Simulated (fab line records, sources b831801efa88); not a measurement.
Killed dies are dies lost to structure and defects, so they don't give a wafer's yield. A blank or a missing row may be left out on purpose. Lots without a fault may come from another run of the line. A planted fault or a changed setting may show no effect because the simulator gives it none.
Chamber matching | flow sky130 | SKY_VIA1_CMP_02 on cmp-02: 4 sister chambers
The step polishes SiO2. 4 wafers are shown with their chamber, then 7 later ones without.

WAFERS WITH THEIR CHAMBER
wafer  | chamber | motor_current_A (A)
L977.6 | 2       | 12.1
L979.4 | 0       | 10.8
L980.1 | 3       | 10.6
L980.4 | 1       | 12.4

WAFERS WITHOUT THEIR CHAMBER
wafer  | motor_current_A (A)
L980.5 | 9.8
L988.2 | 11.5
L988.4 | 11.8
L988.6 | 11.0
L989.1 | 11.2
L989.5 | 10.7
L989.6 | 10.8

WHICH CHAMBER EACH WENT THROUGH
wafer  | from the rows above               | in truth
L980.5 | can't be placed: 3 or 0           | 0
L988.2 | can't be placed: 2 or 0 or 1 or 3 | 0
L988.4 | can't be placed: 2 or 1 or 0      | 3
L988.6 | can't be placed: 0 or 3           | 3
L989.1 | can't be placed: 0 or 3 or 2 or 1 | 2
L989.5 | can't be placed: 3 or 0           | 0
L989.6 | can't be placed: 0 or 3           | 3
Placed correctly: 0 of 7. Can't be placed from these rows: 7 (the true chamber is among the candidates in 6). Placed wrongly: 0.
How it was worked out, from the rows above alone: a wafer's distance from a chamber is the root of the sum, over the readings, of the square of ((its reading less the chamber's mean) divided by the reading's scatter). The wafer belongs to the nearest chamber; if the next one is less than 2 further off, it can't be placed. A chamber's mean is the mean of its shown wafers. The scatter: with one shown wafer a chamber, the root of the mean of the squares of how far each hidden wafer lies from its nearest shown one.
